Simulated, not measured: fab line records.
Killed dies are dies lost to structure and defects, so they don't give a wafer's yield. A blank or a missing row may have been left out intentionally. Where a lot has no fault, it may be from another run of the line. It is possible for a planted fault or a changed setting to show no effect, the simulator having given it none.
fab line records / flow sky130
[record] lots = 12 wafers = 36 last-day = 51
route steps=708 shown METAL2@483 VIA2@507 PAD_OPEN@708
lots that met no fault: from a run of the same line without faults
start-h: hours from the record's first day to the start of the lot's first wafer shown / wait-h: how many hours have passed since the lot's step before this one / " repeats the value in the row above / L1.1+2: a single row standing in for several wafers / - either no value or no given start / * or withheld: withheld / < > ~ a bound
route shown NAME@n: a module of which the file shows steps, and the number in the route of the first / usual: mean and standard deviation over wafers with no fault / same: alike in all rows / chamber/n: place in a boat / sites: the reading at each site / _std_site: how widely they spread, as a standard deviation / _edge_site: the outer-site mean with the inner-site mean subtracted / radius-mm: how far each site lies from the wafer's centre / mask NAME#n: copy n / behind: tool/chamber where the wafer was last shaped / hold: reason for holding the lot/hours on hold/outcome of the hold / device: transistor that didn't switch, given as n, p or np / end of line: tests of these same wafers at the route's end / a step given without rows: its recipe and nothing more / killed: the dies lost at the first sort to structure and to defects; this is not the yield of the wafer / map: a wafer's dies, marking killed ones x, the rest . and places with no die _
set.NAME: the setting that was run; set.NAME@STEP: the one run at that earlier step / model.NAME: the simulator's own value behind a step, which no gauge read
steps of the route over a sample of lots; a table a step, a row a wafer
services: when a tool's chamber went out of use (start-h, in hours from the record's first day, below 0 if earlier), for how many hours, and the reason
[[steps]]
[step SKY_METAL2_SPUTTER_00]
[recipe] material = Ti target-thk-nm = 15 power-w = 3000 time-s = 10 chamber-pressure-pa = 0.4
[usual] throttle-valve-pct = 29.5/1
lot.wafer=L529.1 tool=pvd-sputter-03 chamber=- start-h=811.20 wait-h=0.1 throttle-valve-pct=30.7
lot.wafer=L529.2 tool=pvd-sputter-03 chamber=- start-h=811.20 wait-h=0.1 throttle-valve-pct=28.3
lot.wafer=L529.6 tool=pvd-sputter-03 chamber=- start-h=811.20 wait-h=0.1 throttle-valve-pct=28.1
lot.wafer=L530.1 tool=pvd-sputter-02 chamber=- start-h=824.22 wait-h=0.2 throttle-valve-pct=29.9
lot.wafer=L530.3 tool=pvd-sputter-02 chamber=- start-h=824.22 wait-h=0.2 throttle-valve-pct=29.6
lot.wafer=L530.6 tool=pvd-sputter-02 chamber=- start-h=824.22 wait-h=0.2 throttle-valve-pct=29.9
lot.wafer=L531.2 tool=pvd-sputter-02 chamber=- start-h=827.72 wait-h=0.1 throttle-valve-pct=29.9
lot.wafer=L531.3 tool=pvd-sputter-02 chamber=- start-h=827.72 wait-h=0.1 throttle-valve-pct=30.0
lot.wafer=L531.6 tool=pvd-sputter-02 chamber=- start-h=827.72 wait-h=0.1 throttle-valve-pct=30.0
lot.wafer=L533.1 tool=pvd-sputter-02 chamber=- start-h=854.56 wait-h=0.1 throttle-valve-pct=30.8
lot.wafer=L533.2 tool=pvd-sputter-02 chamber=- start-h=854.56 wait-h=0.1 throttle-valve-pct=30.1
lot.wafer=L533.6 tool=pvd-sputter-02 chamber=- start-h=854.56 wait-h=0.1 throttle-valve-pct=30.9
lot.wafer=L534.1 tool=pvd-sputter-02 chamber=- start-h=859.30 wait-h=0.1 throttle-valve-pct=30.3
lot.wafer=L534.4 tool=pvd-sputter-02 chamber=- start-h=859.30 wait-h=0.1 throttle-valve-pct=29.4
lot.wafer=L534.6 tool=pvd-sputter-02 chamber=- start-h=859.30 wait-h=0.1 throttle-valve-pct=29.8
lot.wafer=L537.1 tool=pvd-sputter-01 chamber=- start-h=884.82 wait-h=0.1 throttle-valve-pct=30.4
lot.wafer=L537.2 tool=pvd-sputter-01 chamber=- start-h=884.82 wait-h=0.1 throttle-valve-pct=30.2
lot.wafer=L537.5 tool=pvd-sputter-01 chamber=- start-h=884.82 wait-h=0.1 throttle-valve-pct=30.1
lot.wafer=L538.1 tool=pvd-sputter-02 chamber=- start-h=886.16 wait-h=0.1 throttle-valve-pct=29.6
lot.wafer=L538.3 tool=pvd-sputter-02 chamber=- start-h=886.16 wait-h=0.1 throttle-valve-pct=30.2
lot.wafer=L538.5 tool=pvd-sputter-02 chamber=- start-h=886.16 wait-h=0.1 throttle-valve-pct=31.1
lot.wafer=L539.1 tool=pvd-sputter-03 chamber=- start-h=888.91 wait-h=0.2 throttle-valve-pct=28.1
lot.wafer=L539.4 tool=pvd-sputter-03 chamber=- start-h=888.91 wait-h=0.2 throttle-valve-pct=30.7
lot.wafer=L539.6 tool=pvd-sputter-03 chamber=- start-h=888.91 wait-h=0.2 throttle-valve-pct=28.7
lot.wafer=L543.1 tool=pvd-sputter-03 chamber=- start-h=913.99 wait-h=0.1 throttle-valve-pct=30.7
lot.wafer=L543.2 tool=pvd-sputter-03 chamber=- start-h=913.99 wait-h=0.1 throttle-valve-pct=28.8
lot.wafer=L543.3 tool=pvd-sputter-03 chamber=- start-h=913.99 wait-h=0.1 throttle-valve-pct=28.1
lot.wafer=L542.2 tool=pvd-sputter-01 chamber=- start-h=916.90 wait-h=0.2 throttle-valve-pct=28.2
lot.wafer=L542.5 tool=pvd-sputter-01 chamber=- start-h=916.90 wait-h=0.2 throttle-valve-pct=30.4
lot.wafer=L542.6 tool=pvd-sputter-01 chamber=- start-h=916.90 wait-h=0.2 throttle-valve-pct=27.8
lot.wafer=L551.1 tool=pvd-sputter-02 chamber=- start-h=963.81 wait-h=0.1 throttle-valve-pct=30.9
lot.wafer=L551.2 tool=pvd-sputter-02 chamber=- start-h=963.81 wait-h=0.1 throttle-valve-pct=29.7
lot.wafer=L551.4 tool=pvd-sputter-02 chamber=- start-h=963.81 wait-h=0.1 throttle-valve-pct=29.7
lot.wafer=L552.4 tool=pvd-sputter-01 chamber=- start-h=973.97 wait-h=0.1 throttle-valve-pct=27.6
lot.wafer=L552.5 tool=pvd-sputter-01 chamber=- start-h=973.97 wait-h=0.1 throttle-valve-pct=28.2
lot.wafer=L552.6 tool=pvd-sputter-01 chamber=- start-h=973.97 wait-h=0.1 throttle-valve-pct=29.9
[step SKY_VIA2_HDPCVD_00]
[recipe] material = SiO2 target-thk-nm = 1180 sigma-open-frac = 0.3 time-s = 196.7 temp-c = 400 sih4-flow-sccm = 60 pressure-mtorr = 6
lot.wafer=L529.1+2+6 tool=hdpcvd-02 chamber=1,0,2 start-h=838.60 wait-h=0.0
lot.wafer=L530.1+3+6 tool=hdpcvd-01 chamber=0,2,2 start-h=851.94 wait-h=0.0
lot.wafer=L531.2+3+6 tool=hdpcvd-01 chamber=0,2,1 start-h=856.62 wait-h=0.0
lot.wafer=L533.1+2+6 tool=hdpcvd-02 chamber=1,2,2 start-h=882.75 wait-h=0.0
lot.wafer=L534.1+4+6 tool=hdpcvd-02 chamber=0,2,0 start-h=887.35 wait-h=0.0
lot.wafer=L537.1+2+5 tool=hdpcvd-01 chamber=1,2,1 start-h=912.00 wait-h=0.0
lot.wafer=L538.1+3+5 tool=hdpcvd-01 chamber=1,2,1 start-h=913.57 wait-h=0.0
lot.wafer=L539.1+4+6 tool=hdpcvd-01 chamber=1,0,1 start-h=916.38 wait-h=0.0
lot.wafer=L543.1+2+3 tool=hdpcvd-02 chamber=1,0,2 start-h=940.93 wait-h=0.0
lot.wafer=L542.2+5+6 tool=hdpcvd-02 chamber=1,0,2 start-h=943.42 wait-h=0.0
lot.wafer=L551.1+2+4 tool=hdpcvd-01 chamber=1,2,1 start-h=989.83 wait-h=0.0
lot.wafer=L552.4+5+6 tool=hdpcvd-01 chamber=0,1,2 start-h=999.91 wait-h=0.1
[step SKY_VIA2_THK_MEAS_01]
[recipe] reads = SiO2_of_VIA2_HDPCVD_00
[usual] VIA2_HDPCVD_THK = 1178/12
lot.wafer=L529.1 tool=film-metro-02 chamber=- start-h=838.72 wait-h=0.1 VIA2_HDPCVD_THK[nm]=1179
lot.wafer=L529.2 tool=film-metro-02 chamber=- start-h=838.72 wait-h=0.1 VIA2_HDPCVD_THK[nm]=1162
lot.wafer=L529.6 tool=film-metro-02 chamber=- start-h=838.72 wait-h=0.1 VIA2_HDPCVD_THK[nm]=1175
lot.wafer=L530.1 tool=film-metro-03 chamber=- start-h=852.06 wait-h=0.1 VIA2_HDPCVD_THK[nm]=1164
lot.wafer=L530.3 tool=film-metro-03 chamber=- start-h=852.06 wait-h=0.1 VIA2_HDPCVD_THK[nm]=1178
lot.wafer=L530.6 tool=film-metro-03 chamber=- start-h=852.06 wait-h=0.1 VIA2_HDPCVD_THK[nm]=1175
lot.wafer=L531.2 tool=film-metro-01 chamber=- start-h=856.76 wait-h=0.1 VIA2_HDPCVD_THK[nm]=1163
lot.wafer=L531.3 tool=film-metro-01 chamber=- start-h=856.76 wait-h=0.1 VIA2_HDPCVD_THK[nm]=1172
lot.wafer=L531.6 tool=film-metro-01 chamber=- start-h=856.76 wait-h=0.1 VIA2_HDPCVD_THK[nm]=1200
lot.wafer=L533.1 tool=film-metro-02 chamber=- start-h=882.88 wait-h=0.1 VIA2_HDPCVD_THK[nm]=1187
lot.wafer=L533.2 tool=film-metro-02 chamber=- start-h=882.88 wait-h=0.1 VIA2_HDPCVD_THK[nm]=1195
lot.wafer=L533.6 tool=film-metro-02 chamber=- start-h=882.88 wait-h=0.1 VIA2_HDPCVD_THK[nm]=1196
lot.wafer=L534.1 tool=film-metro-01 chamber=- start-h=887.48 wait-h=0.1 VIA2_HDPCVD_THK[nm]=1169
lot.wafer=L534.4 tool=film-metro-01 chamber=- start-h=887.48 wait-h=0.1 VIA2_HDPCVD_THK[nm]=1184
lot.wafer=L534.6 tool=film-metro-01 chamber=- start-h=887.48 wait-h=0.1 VIA2_HDPCVD_THK[nm]=1176
lot.wafer=L537.1 tool=film-metro-01 chamber=- start-h=912.13 wait-h=0.1 VIA2_HDPCVD_THK[nm]=1181
lot.wafer=L537.2 tool=film-metro-01 chamber=- start-h=912.13 wait-h=0.1 VIA2_HDPCVD_THK[nm]=1164
lot.wafer=L537.5 tool=film-metro-01 chamber=- start-h=912.13 wait-h=0.1 VIA2_HDPCVD_THK[nm]=1171
lot.wafer=L538.1 tool=film-metro-01 chamber=- start-h=913.70 wait-h=0.1 VIA2_HDPCVD_THK[nm]=1178
lot.wafer=L538.3 tool=film-metro-01 chamber=- start-h=913.70 wait-h=0.1 VIA2_HDPCVD_THK[nm]=1190
lot.wafer=L538.5 tool=film-metro-01 chamber=- start-h=913.70 wait-h=0.1 VIA2_HDPCVD_THK[nm]=1163
lot.wafer=L539.1 tool=film-metro-03 chamber=- start-h=916.51 wait-h=0.1 VIA2_HDPCVD_THK[nm]=1176
lot.wafer=L539.4 tool=film-metro-03 chamber=- start-h=916.51 wait-h=0.1 VIA2_HDPCVD_THK[nm]=1182
lot.wafer=L539.6 tool=film-metro-03 chamber=- start-h=916.51 wait-h=0.1 VIA2_HDPCVD_THK[nm]=1185
lot.wafer=L543.1 tool=film-metro-01 chamber=- start-h=941.06 wait-h=0.1 VIA2_HDPCVD_THK[nm]=1169
lot.wafer=L543.2 tool=film-metro-01 chamber=- start-h=941.06 wait-h=0.1 VIA2_HDPCVD_THK[nm]=1174
lot.wafer=L543.3 tool=film-metro-01 chamber=- start-h=941.06 wait-h=0.1 VIA2_HDPCVD_THK[nm]=1174
lot.wafer=L542.2 tool=film-metro-01 chamber=- start-h=943.56 wait-h=0.1 VIA2_HDPCVD_THK[nm]=1191
lot.wafer=L542.5 tool=film-metro-01 chamber=- start-h=943.56 wait-h=0.1 VIA2_HDPCVD_THK[nm]=1191
lot.wafer=L542.6 tool=film-metro-01 chamber=- start-h=943.56 wait-h=0.1 VIA2_HDPCVD_THK[nm]=1196
lot.wafer=L551.1 tool=film-metro-02 chamber=- start-h=989.95 wait-h=0.1 VIA2_HDPCVD_THK[nm]=815
lot.wafer=L551.2 tool=film-metro-02 chamber=- start-h=989.95 wait-h=0.1 VIA2_HDPCVD_THK[nm]=811
lot.wafer=L551.4 tool=film-metro-02 chamber=- start-h=989.95 wait-h=0.1 VIA2_HDPCVD_THK[nm]=812
lot.wafer=L552.4 tool=film-metro-01 chamber=- start-h=1000.01 wait-h=0.0 VIA2_HDPCVD_THK[nm]=821
lot.wafer=L552.5 tool=film-metro-01 chamber=- start-h=1000.01 wait-h=0.0 VIA2_HDPCVD_THK[nm]=818
lot.wafer=L552.6 tool=film-metro-01 chamber=- start-h=1000.01 wait-h=0.0 VIA2_HDPCVD_THK[nm]=803
[step SKY_VIA2_BOW_MEAS_03]
[recipe] mode = bow
[usual] VIA2_BOW = 86/7.3
lot.wafer=L529.1 tool=film-metro-01 chamber=- start-h=839.08 wait-h=0.2 VIA2_BOW[um]=81
lot.wafer=L529.2 tool=film-metro-01 chamber=- start-h=839.08 wait-h=0.2 VIA2_BOW[um]=85
lot.wafer=L529.6 tool=film-metro-01 chamber=- start-h=839.08 wait-h=0.2 VIA2_BOW[um]=93
lot.wafer=L530.1 tool=film-metro-02 chamber=- start-h=852.42 wait-h=0.2 VIA2_BOW[um]=91
lot.wafer=L530.3 tool=film-metro-02 chamber=- start-h=852.42 wait-h=0.2 VIA2_BOW[um]=88
lot.wafer=L530.6 tool=film-metro-02 chamber=- start-h=852.42 wait-h=0.2 VIA2_BOW[um]=76
lot.wafer=L531.2 tool=film-metro-01 chamber=- start-h=857.13 wait-h=0.2 VIA2_BOW[um]=88
lot.wafer=L531.3 tool=film-metro-01 chamber=- start-h=857.13 wait-h=0.2 VIA2_BOW[um]=89
lot.wafer=L531.6 tool=film-metro-01 chamber=- start-h=857.13 wait-h=0.2 VIA2_BOW[um]=97
lot.wafer=L533.1 tool=film-metro-02 chamber=- start-h=883.24 wait-h=0.2 VIA2_BOW[um]=86
lot.wafer=L533.2 tool=film-metro-02 chamber=- start-h=883.24 wait-h=0.2 VIA2_BOW[um]=85
lot.wafer=L533.6 tool=film-metro-02 chamber=- start-h=883.24 wait-h=0.2 VIA2_BOW[um]=89
lot.wafer=L534.1 tool=film-metro-01 chamber=- start-h=887.84 wait-h=0.2 VIA2_BOW[um]=81
lot.wafer=L534.4 tool=film-metro-01 chamber=- start-h=887.84 wait-h=0.2 VIA2_BOW[um]=80
lot.wafer=L534.6 tool=film-metro-01 chamber=- start-h=887.84 wait-h=0.2 VIA2_BOW[um]=78
lot.wafer=L537.1 tool=film-metro-01 chamber=- start-h=912.49 wait-h=0.1 VIA2_BOW[um]=96
lot.wafer=L537.2 tool=film-metro-01 chamber=- start-h=912.49 wait-h=0.1 VIA2_BOW[um]=89
lot.wafer=L537.5 tool=film-metro-01 chamber=- start-h=912.49 wait-h=0.1 VIA2_BOW[um]=85
lot.wafer=L538.1 tool=film-metro-01 chamber=- start-h=914.31 wait-h=0.2 VIA2_BOW[um]=81
lot.wafer=L538.3 tool=film-metro-01 chamber=- start-h=914.31 wait-h=0.2 VIA2_BOW[um]=92
lot.wafer=L538.5 tool=film-metro-01 chamber=- start-h=914.31 wait-h=0.2 VIA2_BOW[um]=77
lot.wafer=L539.1 tool=film-metro-02 chamber=- start-h=917.50 wait-h=0.1 VIA2_BOW[um]=89
lot.wafer=L539.4 tool=film-metro-02 chamber=- start-h=917.50 wait-h=0.1 VIA2_BOW[um]=83
lot.wafer=L539.6 tool=film-metro-02 chamber=- start-h=917.50 wait-h=0.1 VIA2_BOW[um]=83
lot.wafer=L543.1 tool=film-metro-01 chamber=- start-h=941.42 wait-h=0.1 VIA2_BOW[um]=92
lot.wafer=L543.2 tool=film-metro-01 chamber=- start-h=941.42 wait-h=0.1 VIA2_BOW[um]=86
lot.wafer=L543.3 tool=film-metro-01 chamber=- start-h=941.42 wait-h=0.1 VIA2_BOW[um]=78
lot.wafer=L542.2 tool=film-metro-02 chamber=- start-h=943.93 wait-h=0.3 VIA2_BOW[um]=79
lot.wafer=L542.5 tool=film-metro-02 chamber=- start-h=943.93 wait-h=0.3 VIA2_BOW[um]=85
lot.wafer=L542.6 tool=film-metro-02 chamber=- start-h=943.93 wait-h=0.3 VIA2_BOW[um]=79
lot.wafer=L551.1 tool=film-metro-02 chamber=- start-h=990.31 wait-h=0.2 VIA2_BOW[um]=86
lot.wafer=L551.2 tool=film-metro-02 chamber=- start-h=990.31 wait-h=0.2 VIA2_BOW[um]=88
lot.wafer=L551.4 tool=film-metro-02 chamber=- start-h=990.31 wait-h=0.2 VIA2_BOW[um]=76
lot.wafer=L552.4 tool=film-metro-01 chamber=- start-h=1000.40 wait-h=0.3 VIA2_BOW[um]=86
lot.wafer=L552.5 tool=film-metro-01 chamber=- start-h=1000.40 wait-h=0.3 VIA2_BOW[um]=85
lot.wafer=L552.6 tool=film-metro-01 chamber=- start-h=1000.40 wait-h=0.3 VIA2_BOW[um]=99
[step SKY_VIA2_ETCH_14]
[recipe] chemistry = N2/H2 target = BARC ion-energy-ev = 200 source-w = 500 bias-w = 100 pressure-mtorr = 30 n2-flow-sccm = 100 h2-flow-sccm = 200 stop-on = SiO2 time-s = 45.9 target-depth-a = 600
[usual] drypump-motor-current-A = 5.9/0.43 oes-product-au = 0.855/0.0045 throttle-valve-pct = 13.226/0.0087
lot.wafer=L529.1 tool=rie-diel-03 chamber=1 start-h=866.42 wait-h=0.0 drypump-motor-current-A=5.2 oes-product-au=0.849 rf-hours-counter-h=7 throttle-valve-pct=13.218
lot.wafer=L529.2 tool=rie-diel-03 chamber=0 start-h=866.42 wait-h=0.0 drypump-motor-current-A=6.0 oes-product-au=0.851 rf-hours-counter-h=9 throttle-valve-pct=13.232
lot.wafer=L529.6 tool=rie-diel-03 chamber=1 start-h=866.42 wait-h=0.0 drypump-motor-current-A=5.2 oes-product-au=0.853 rf-hours-counter-h=- throttle-valve-pct=13.233
lot.wafer=L530.1 tool=rie-diel-04 chamber=3 start-h=879.29 wait-h=0.0 drypump-motor-current-A=5.3 oes-product-au=0.858 rf-hours-counter-h=13 throttle-valve-pct=13.226
lot.wafer=L530.3 tool=rie-diel-04 chamber=1 start-h=879.29 wait-h=0.0 drypump-motor-current-A=6.4 oes-product-au=0.852 rf-hours-counter-h=10 throttle-valve-pct=13.225
lot.wafer=L530.6 tool=rie-diel-04 chamber=1 start-h=879.29 wait-h=0.0 drypump-motor-current-A=6.4 oes-product-au=0.859 rf-hours-counter-h=- throttle-valve-pct=13.222
lot.wafer=L531.2 tool=rie-diel-04 chamber=1 start-h=883.84 wait-h=0.0 drypump-motor-current-A=6.4 oes-product-au=0.853 rf-hours-counter-h=10 throttle-valve-pct=13.231
lot.wafer=L531.3 tool=rie-diel-04 chamber=3 start-h=883.84 wait-h=0.0 drypump-motor-current-A=5.2 oes-product-au=0.855 rf-hours-counter-h=13 throttle-valve-pct=13.223
lot.wafer=L531.6 tool=rie-diel-04 chamber=0 start-h=883.84 wait-h=0.0 drypump-motor-current-A=6.4 oes-product-au=0.850 rf-hours-counter-h=- throttle-valve-pct=13.213
lot.wafer=L533.1 tool=rie-diel-01 chamber=1 start-h=909.89 wait-h=0.0 drypump-motor-current-A=6.1 oes-product-au=0.855 rf-hours-counter-h=15 throttle-valve-pct=13.228
lot.wafer=L533.2 tool=rie-diel-01 chamber=0 start-h=909.89 wait-h=0.0 drypump-motor-current-A=5.9 oes-product-au=0.855 rf-hours-counter-h=15 throttle-valve-pct=13.230
lot.wafer=L533.6 tool=rie-diel-01 chamber=0 start-h=909.89 wait-h=0.0 drypump-motor-current-A=5.9 oes-product-au=0.858 rf-hours-counter-h=- throttle-valve-pct=13.210
lot.wafer=L534.1 tool=rie-diel-01 chamber=3 start-h=914.34 wait-h=0.0 drypump-motor-current-A=6.2 oes-product-au=0.859 rf-hours-counter-h=27 throttle-valve-pct=13.217
lot.wafer=L534.4 tool=rie-diel-01 chamber=2 start-h=914.34 wait-h=0.0 drypump-motor-current-A=6.0 oes-product-au=0.860 rf-hours-counter-h=20 throttle-valve-pct=13.237
lot.wafer=L534.6 tool=rie-diel-01 chamber=1 start-h=914.34 wait-h=0.0 drypump-motor-current-A=6.1 oes-product-au=0.858 rf-hours-counter-h=- throttle-valve-pct=13.219
lot.wafer=L537.1 tool=rie-diel-01 chamber=3 start-h=938.07 wait-h=0.0 drypump-motor-current-A=6.2 oes-product-au=0.856 rf-hours-counter-h=27 throttle-valve-pct=13.221
lot.wafer=L537.2 tool=rie-diel-01 chamber=2 start-h=938.07 wait-h=0.0 drypump-motor-current-A=6.0 oes-product-au=0.858 rf-hours-counter-h=21 throttle-valve-pct=13.219
lot.wafer=L537.5 tool=rie-diel-01 chamber=2 start-h=938.07 wait-h=0.0 drypump-motor-current-A=6.0 oes-product-au=0.851 rf-hours-counter-h=- throttle-valve-pct=13.219
lot.wafer=L538.1 tool=rie-diel-03 chamber=2 start-h=940.49 wait-h=0.0 drypump-motor-current-A=5.0 oes-product-au=0.850 rf-hours-counter-h=10 throttle-valve-pct=13.215
lot.wafer=L538.3 tool=rie-diel-03 chamber=0 start-h=940.49 wait-h=0.0 drypump-motor-current-A=6.0 oes-product-au=0.852 rf-hours-counter-h=10 throttle-valve-pct=13.218
lot.wafer=L538.5 tool=rie-diel-03 chamber=1 start-h=940.49 wait-h=0.0 drypump-motor-current-A=5.1 oes-product-au=0.850 rf-hours-counter-h=- throttle-valve-pct=13.210
lot.wafer=L539.1 tool=rie-diel-01 chamber=0 start-h=942.72 wait-h=0.0 drypump-motor-current-A=5.9 oes-product-au=0.852 rf-hours-counter-h=16 throttle-valve-pct=13.234
lot.wafer=L539.4 tool=rie-diel-01 chamber=1 start-h=942.72 wait-h=0.0 drypump-motor-current-A=6.1 oes-product-au=0.852 rf-hours-counter-h=17 throttle-valve-pct=13.229
lot.wafer=L539.6 tool=rie-diel-01 chamber=2 start-h=942.72 wait-h=0.0 drypump-motor-current-A=6.0 oes-product-au=0.855 rf-hours-counter-h=- throttle-valve-pct=13.230
lot.wafer=L543.1 tool=rie-diel-03 chamber=0 start-h=967.09 wait-h=0.0 drypump-motor-current-A=6.0 oes-product-au=0.855 rf-hours-counter-h=11 throttle-valve-pct=13.219
lot.wafer=L543.2 tool=rie-diel-03 chamber=1 start-h=967.09 wait-h=0.0 drypump-motor-current-A=5.1 oes-product-au=0.851 rf-hours-counter-h=9 throttle-valve-pct=13.236
lot.wafer=L543.3 tool=rie-diel-03 chamber=2 start-h=967.09 wait-h=0.0 drypump-motor-current-A=5.0 oes-product-au=0.863 rf-hours-counter-h=11 throttle-valve-pct=13.238
lot.wafer=L542.2 tool=rie-diel-04 chamber=3 start-h=969.14 wait-h=0.0 drypump-motor-current-A=5.3 oes-product-au=0.851 rf-hours-counter-h=16 throttle-valve-pct=13.225
lot.wafer=L542.5 tool=rie-diel-04 chamber=3 start-h=969.14 wait-h=0.0 drypump-motor-current-A=5.3 oes-product-au=0.856 rf-hours-counter-h=- throttle-valve-pct=13.240
lot.wafer=L542.6 tool=rie-diel-04 chamber=2 start-h=969.14 wait-h=0.0 drypump-motor-current-A=5.5 oes-product-au=0.846 rf-hours-counter-h=- throttle-valve-pct=13.212
lot.wafer=L551.1 tool=rie-diel-03 chamber=3 start-h=1015.17 wait-h=0.0 drypump-motor-current-A=6.0 oes-product-au=0.855 rf-hours-counter-h=11 throttle-valve-pct=13.221
lot.wafer=L551.2 tool=rie-diel-03 chamber=1 start-h=1015.17 wait-h=0.0 drypump-motor-current-A=5.1 oes-product-au=0.860 rf-hours-counter-h=10 throttle-valve-pct=13.223
lot.wafer=L551.4 tool=rie-diel-03 chamber=2 start-h=1015.17 wait-h=0.0 drypump-motor-current-A=5.0 oes-product-au=0.854 rf-hours-counter-h=12 throttle-valve-pct=13.222
lot.wafer=L552.4 tool=rie-diel-04 chamber=2 start-h=1024.37 wait-h=0.0 drypump-motor-current-A=5.5 oes-product-au=0.862 rf-hours-counter-h=18 throttle-valve-pct=13.220
lot.wafer=L552.5 tool=rie-diel-04 chamber=1 start-h=1024.37 wait-h=0.0 drypump-motor-current-A=6.4 oes-product-au=0.861 rf-hours-counter-h=- throttle-valve-pct=13.228
lot.wafer=L552.6 tool=rie-diel-04 chamber=2 start-h=1024.37 wait-h=0.0 drypump-motor-current-A=5.5 oes-product-au=0.856 rf-hours-counter-h=- throttle-valve-pct=13.235
[step SKY_PAD_OPEN_PROBE_99]
[usual] defect-limited-yield = 82.6/2 killed_at_M0_to_M3 = 42/6.7 killed_at_M4_up = 3.0/1.9 killed-at-contacts = 24/5.3 killed-at-front-end = 16/4.3 killed-at-other = 0.4/0.71 killed-dies = 85/9.6 killed-open = 46/6.5 killed-short = 39/6.7 sort_bin_3_pad_short = 0.9/0.46 sort_bin_5_function = 10.3/1.3 sort_bin_6_memory = 6.2/1.1 sort-n-pass = 407/9.6 sort-yield-pct = 82.6/2
[same] gross-dies = 492 killed-at-back-side = 0 sort_bin_4_leakage[%] = 0 sort_bin_8_speed[%] = 0
lot.wafer=L543.1 tool=prober-01 chamber=- start-h=1176.67 wait-h=0.1 defect-limited-yield[%]=81.1 killed_at_M0_to_M3=50 killed_at_M4_up=3 killed-at-contacts=26 killed-at-front-end=14 killed-at-other=0 killed-dies=93 killed-open=59 killed-short=34 sort_bin_3_pad_short[%]=1.0 sort_bin_5_function[%]=9.8 sort_bin_6_memory[%]=8.1 sort-n-pass=399 sort-yield-pct[%]=81.1
lot.wafer=L543.2 tool=prober-01 chamber=- start-h=1176.72 wait-h=0.1 defect-limited-yield[%]=81.7 killed_at_M0_to_M3=52 killed_at_M4_up=4 killed-at-contacts=26 killed-at-front-end=8 killed-at-other=0 killed-dies=90 killed-open=53 killed-short=37 sort_bin_3_pad_short[%]=1.2 sort_bin_5_function[%]=10.8 sort_bin_6_memory[%]=6.3 sort-n-pass=402 sort-yield-pct[%]=81.7
lot.wafer=L543.3 tool=prober-01 chamber=- start-h=1176.77 wait-h=0.2 defect-limited-yield[%]=82.3 killed_at_M0_to_M3=41 killed_at_M4_up=4 killed-at-contacts=29 killed-at-front-end=13 killed-at-other=0 killed-dies=87 killed-open=43 killed-short=43 sort_bin_3_pad_short[%]=1.4 sort_bin_5_function[%]=10.8 sort_bin_6_memory[%]=5.5 sort-n-pass=405 sort-yield-pct[%]=82.3
// killed by level:class
L543.1 CONTACT:geometric-particle:open=16 VIA1:geometric-particle:short=11 VIA1:geometric-particle:open=9 VIA2:geometric-particle:open=7 POLY_GATE:geometric-particle:open=6 VIA3:geometric-particle:open=6 LI_CONTACT:geometric-particle:open=4 METAL2:geometric-particle:short=4
L543.2 VIA1:geometric-particle:open=14 LI_CONTACT:geometric-particle:open=9 CONTACT:geometric-particle:open=9 VIA3:geometric-particle:open=9 METAL1:geometric-particle:short=8 METAL2:geometric-particle:short=8 VIA3:geometric-particle:short=5 LOCAL_INTERCONNECT:geometric-particle:short=3
L543.3 CONTACT:geometric-particle:open=9 LI_CONTACT:geometric-particle:open=7 METAL1:geometric-particle:short=7 VIA3:geometric-particle:open=7 LOCAL_INTERCONNECT:geometric-particle:short=6 VIA1:geometric-particle:open=6 CONTACT:geometric-particle:short=5 VIA2:geometric-particle:open=5
[[services]]
tool=hdpcvd-02 chamber=0 start-h=789.12 hours=5.7 kind=repair
tool=rie-diel-01 chamber=- start-h=795.44 hours=0.2 kind=repair
tool=rie-diel-01 chamber=2 start-h=797.60 hours=1.7 kind=repair
tool=rie-diel-03 chamber=2 start-h=850.76 hours=8.6 kind=repair
tool=pvd-sputter-03 chamber=- start-h=853.48 hours=12.7 kind=repair
tool=rie-diel-04 chamber=2 start-h=862.39 hours=2.2 kind=repair
tool=rie-diel-01 chamber=2 start-h=874.73 hours=5.6 kind=repair
tool=hdpcvd-01 chamber=- start-h=878.92 hours=22.1 kind=repair
tool=rie-diel-03 chamber=- start-h=882.90 hours=0.4 kind=repair
tool=pvd-sputter-01 chamber=- start-h=884.99 hours=2.0 kind=repair
tool=pvd-sputter-02 chamber=- start-h=887.82 hours=1.0 kind=repair
tool=pvd-sputter-03 chamber=- start-h=889.66 hours=6.3 kind=repair
tool=hdpcvd-02 chamber=- start-h=898.95 hours=0.6 kind=repair
tool=pvd-sputter-02 chamber=2 start-h=915.28 hours=- kind=consumable-replace:kit
tool=pvd-sputter-02 chamber=2 start-h=915.28 hours=18.0 kind=scheduled-down
tool=pvd-sputter-02 chamber=2 start-h=915.28 hours=18.0 kind=vent-cycle
tool=rie-diel-03 chamber=1 start-h=917.02 hours=7.1 kind=repair
tool=hdpcvd-01 chamber=0 start-h=943.97 hours=3.6 kind=repair
tool=rie-diel-03 chamber=- start-h=944.15 hours=0.2 kind=repair
tool=hdpcvd-02 chamber=- start-h=950.25 hours=15.0 kind=pm
tool=hdpcvd-02 chamber=0 start-h=950.25 hours=15.0 kind=vent-cycle
tool=pvd-sputter-01 chamber=- start-h=964.91 hours=0.7 kind=repair
tool=rie-diel-01 chamber=2 start-h=977.09 hours=2.0 kind=repair
tool=pvd-sputter-01 chamber=- start-h=994.16 hours=3.2 kind=repair
[[key]]
[first-sign] step = SKY_VIA2_THK_MEAS_01 reading = VIA2_HDPCVD_THK direction = down sigmas = 30 usual = 1178 struck = 813
effect none on later readings
met-at SKY_VIA2_HDPCVD_00
struck-lots L551,L552
not-acting-at SKY_METAL2_SPUTTER_00,SKY_VIA2_BOW_MEAS_03,SKY_VIA2_ETCH_14
onset-between 916.38 989.83
also-fits time
[fault] kind = process-parameter-drift tool = hdpcvd-01 chamber = - onset-h = 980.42 steps = SKY_VIA2_HDPCVD_00 channel = target-thk-nm offset = -364.98 shape = step end-h = 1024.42 acts-in = these-recipes-only stated = 1180
